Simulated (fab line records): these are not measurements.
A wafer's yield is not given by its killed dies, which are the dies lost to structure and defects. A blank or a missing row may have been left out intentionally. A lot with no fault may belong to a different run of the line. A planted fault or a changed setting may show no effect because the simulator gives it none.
Which tool did it? :: flow sky130 :: 10 lots, 29 wafers sampled, at 3 steps of a route of 708

## WHAT THE GAUGES READ, wafer by wafer
SKY_LOCAL_INTERCONNECT_THK_MEAS_02: measures by xrf.
lot: L228
measured: day 28 23:55
on: film_metro-01
LOCAL_INTERCONNECT_TIN_THK (nm): 99.4 100.1 99.7

lot: L229
measured: day 29 07:41
on: film_metro-01
LOCAL_INTERCONNECT_TIN_THK (nm): 100.5 101.0 100.2

lot: L230
measured: day 30 02:02
on: film_metro-02
LOCAL_INTERCONNECT_TIN_THK (nm): 102.5 100.6 101.2

lot: L232
measured: day 30 12:56
on: film_metro-03
LOCAL_INTERCONNECT_TIN_THK (nm): 100.6 108.5

lot: L241
measured: day 33 12:51
on: film_metro-01
LOCAL_INTERCONNECT_TIN_THK (nm): 100.1 100.0 99.4

lot: L242
measured: day 34 02:28
on: film_metro-03
LOCAL_INTERCONNECT_TIN_THK (nm): 100.1 101.2 100.5

lot: L243
measured: day 34 04:43
on: film_metro-03
LOCAL_INTERCONNECT_TIN_THK (nm): 99.4 99.4 99.3

lot: L244
measured: day 34 08:43
on: film_metro-03
LOCAL_INTERCONNECT_TIN_THK (nm): 100.5 101.6 101.7

lot: L249
measured: day 36 10:26
on: film_metro-02
LOCAL_INTERCONNECT_TIN_THK (nm): 101.7 100.6 100.8

lot: L251
measured: day 36 18:31
on: film_metro-02
LOCAL_INTERCONNECT_TIN_THK (nm): 99.0 99.4 100.0

## TOOL THAT RAN EACH LOT (tool first, then ch and the chambers of the sampled wafers, then the start)
lot: L228
SKY_SPACER_ETCHBACK_02: rie_diel-01 ch 1,2,3, day 22 16:05
SKY_LOCAL_INTERCONNECT_SPUTTER_00: pvd_sputter-02, day 28 23:44

lot: L229
SKY_SPACER_ETCHBACK_02: rie_diel-02 ch 0,2,3, day 23 01:31
SKY_LOCAL_INTERCONNECT_SPUTTER_00: pvd_sputter-02, day 29 07:30

lot: L230
SKY_SPACER_ETCHBACK_02: rie_diel-01 ch 0,2,3, day 23 21:29
SKY_LOCAL_INTERCONNECT_SPUTTER_00: pvd_sputter-04, day 30 01:50

lot: L232
SKY_SPACER_ETCHBACK_02: rie_diel-02 ch 2,3, day 24 09:22
SKY_LOCAL_INTERCONNECT_SPUTTER_00: pvd_sputter-02, day 30 12:46

lot: L241
SKY_SPACER_ETCHBACK_02: rie_diel-02 ch 0,1,3, day 27 14:19
SKY_LOCAL_INTERCONNECT_SPUTTER_00: pvd_sputter-01, day 33 12:40

lot: L242
SKY_SPACER_ETCHBACK_02: rie_diel-02 ch 1,2,3, day 28 04:53
SKY_LOCAL_INTERCONNECT_SPUTTER_00: pvd_sputter-02, day 34 02:17

lot: L243
SKY_SPACER_ETCHBACK_02: rie_diel-04 ch 1,2,3, day 28 07:24
SKY_LOCAL_INTERCONNECT_SPUTTER_00: pvd_sputter-02, day 34 04:31

lot: L244
SKY_SPACER_ETCHBACK_02: rie_diel-04 ch 0,1,2, day 28 11:32
SKY_LOCAL_INTERCONNECT_SPUTTER_00: pvd_sputter-02, day 34 08:31

lot: L249
SKY_SPACER_ETCHBACK_02: rie_diel-04 ch 0,1,3, day 30 18:07
SKY_LOCAL_INTERCONNECT_SPUTTER_00: pvd_sputter-01, day 36 10:14

lot: L251
SKY_SPACER_ETCHBACK_02: rie_diel-01 ch 1,2, day 31 03:44
SKY_LOCAL_INTERCONNECT_SPUTTER_00: pvd_sputter-04, day 36 18:20
- SKY_SPACER_ETCHBACK_02: etches Si3N4 in CH3F/O2, stops on SiO2, time 46.7 s, target depth 45 nm.
- SKY_LOCAL_INTERCONNECT_SPUTTER_00: material TiN, target thk 100 nm, time 83.3 s.

## THE ANSWER, worked out from the rows above alone
Rule: the usual values come from the lots themselves. Put in order of their means at a reading, lots are off if they are a third of the lots or fewer, leave a main group of 4 or more, and stand apart from it by a gap of 3 or more times the standard deviation of the main group's means; of several such gaps the widest counts. A main group whose means are all the same, to the digits that the tables above print for the reading, isn't used. Also off: a lot with no number at a reading for which 4 or more lots have one. The other lots that the step has rows for count as sound.
Off: at SKY_LOCAL_INTERCONNECT_THK_MEAS_02 (LOCAL_INTERCONNECT_TIN_THK), L232. For the main group the mean is 100.4 nm and the standard deviation 0.74.
If a tool, at a process step before that reading, ran all the lots that are off and no sound lot after the first of them, it fits. Those tools and the gauges at SKY_LOCAL_INTERCONNECT_THK_MEAS_02 are tried in the same way. None of those tried fits.

## WHAT THE SIMULATOR PUT IN
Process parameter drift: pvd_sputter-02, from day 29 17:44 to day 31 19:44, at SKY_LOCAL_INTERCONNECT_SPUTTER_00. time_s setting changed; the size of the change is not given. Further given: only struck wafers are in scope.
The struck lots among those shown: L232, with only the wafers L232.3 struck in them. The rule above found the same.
